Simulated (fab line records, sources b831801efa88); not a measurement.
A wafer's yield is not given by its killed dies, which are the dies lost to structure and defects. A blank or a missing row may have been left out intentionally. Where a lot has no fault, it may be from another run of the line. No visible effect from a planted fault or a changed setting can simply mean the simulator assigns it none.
One fault through the eyes of 2 desks | flow gf180mcu | every desk sees just its own numbers, and what lay behind them comes last

## AT THE METROLOGY DESK
Means of the sampled wafers that have a number, per lot and without regard to the tool the lot ran on: this is what the gauges read. Any lot whose mean is over 4 standard deviations away from the usual mean is out of limits and marked OUT; that distance is given in the brackets.
Columns: A = NSD_RS at GF_PSD_RS_MEAS_14, usual 46.17 ohm/sq; B = PSD_RS at GF_PSD_RS_MEAS_15, usual 108.66 ohm/sq; C = cdNm at GF_SAB_CD_MEAS_09, usual 421.0 nm; D = SAB_OVL at GF_SAB_OVL_MEAS_10, usual 0.4 nm
lot  | first seen here | A               | B                | C     | D
L297 | day 14 16:50    | 46.09           | 108.23           | 420.9 | 0.5
L296 | day 14 19:44    | 46.17           | 108.78           | 422.4 | -0.3
L294 | day 14 21:56    | 46.32           | 109.25           | 420.9 | 2.6
L298 | day 15 01:41    | 46.17           | 108.47           | 422.5 | -0.7
L299 | day 15 01:56    | 46.09           | 108.37           | 418.5 | -1.3
L300 | day 15 12:28    | 45.96           | 108.50           | 421.3 | 0.1
L303 | day 16 13:46    | 46.18           | 108.65           | 420.7 | -0.5
L304 | day 16 17:52    | 46.26           | 109.03           | 422.3 | -1.4
L306 | day 17 11:38    | 46.19           | 108.56           | 423.6 | -0.2
L307 | day 17 22:05    | 46.26           | 108.70           | 424.2 | 1.0
L308 | day 18 03:11    | 46.16           | 108.82           | 420.3 | 0.2
L309 | day 18 23:41    | 49.32 (+32) OUT | 117.75 (+31) OUT | 423.0 | -0.5
L310 | day 19 03:35    | 47.79 (+17) OUT | 113.27 (+16) OUT | 419.4 | 0.8
L312 | day 20 01:44    | 47.77 (+16) OUT | 113.30 (+16) OUT | 420.9 | 1.1
This desk's result: L309, L310, L312 out of limits, first on L309 (NSD_RS at GF_PSD_RS_MEAS_14), day 18 23:41. L297, L296, L294, L298, L299, L300, L303, L304, L306, L307, L308 stayed within limits.

## THE TOOL OWNER'S DESK: rtpAnneal-01
Per lot that ran on this tool, the mean of the sampled wafers carrying a number, from the tool's own readings at GF_PSD_RTA_13 (time 20 s). Any lot whose mean is over 4 standard deviations away from the usual mean is out of limits and marked OUT; that distance is given in the brackets.
Columns: A = lampPowerPct at GF_PSD_RTA_13, usual 35.1 %; B = runLengthS at GF_PSD_RTA_13, usual 49.19 s; C = wafer_temp_C_max at GF_PSD_RTA_13, usual 1028.6
lot  | first seen here | A    | B               | C
L294 | day 14 21:52    | 35.6 | 49.43           | 1029.1
L298 | day 15 01:36    | 35.6 | 49.16           | 1028.1
L300 | day 15 12:23    | 35.6 | 49.29           | 1029.3
L303 | day 16 13:41    | 35.6 | 49.35           | 1029.1
L306 | day 17 11:32    | 35.6 | 49.28           | 1028.5
L308 | day 18 03:05    | 35.7 | 49.19           | 1028.4
L309 | day 18 23:35    | 35.4 | 39.06 (-51) OUT | 1027.8
L310 | day 19 03:29    | 35.5 | 44.23 (-25) OUT | 1027.7
L312 | day 20 01:39    | 35.5 | 44.11 (-25) OUT | 1028.7
This desk's finding: out of limits on L309, L310, L312; first on L309, day 18 23:35 (runLengthS at GF_PSD_RTA_13). L294, L298, L300, L303, L306, L308 stayed within limits.

## BROUGHT TOGETHER
On L309, L310, L312, at day 18 23:35, an alarm was possible from the tool owner's desk.
L309, L310, L312 would have let the metrology desk raise an alarm at day 18 23:41.
On rtpAnneal-01, each named lot ran GF_PSD_RTA_13.

## WHAT THE SIMULATOR PUT IN
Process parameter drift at GF_PSD_RTA_13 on rtpAnneal-01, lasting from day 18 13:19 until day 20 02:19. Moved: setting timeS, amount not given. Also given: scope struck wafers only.
Lots struck among those shown: L309, L310, L312.
Fault start to first reading out of limits, in hours, per desk: tool owner, 10; metrology, 10.
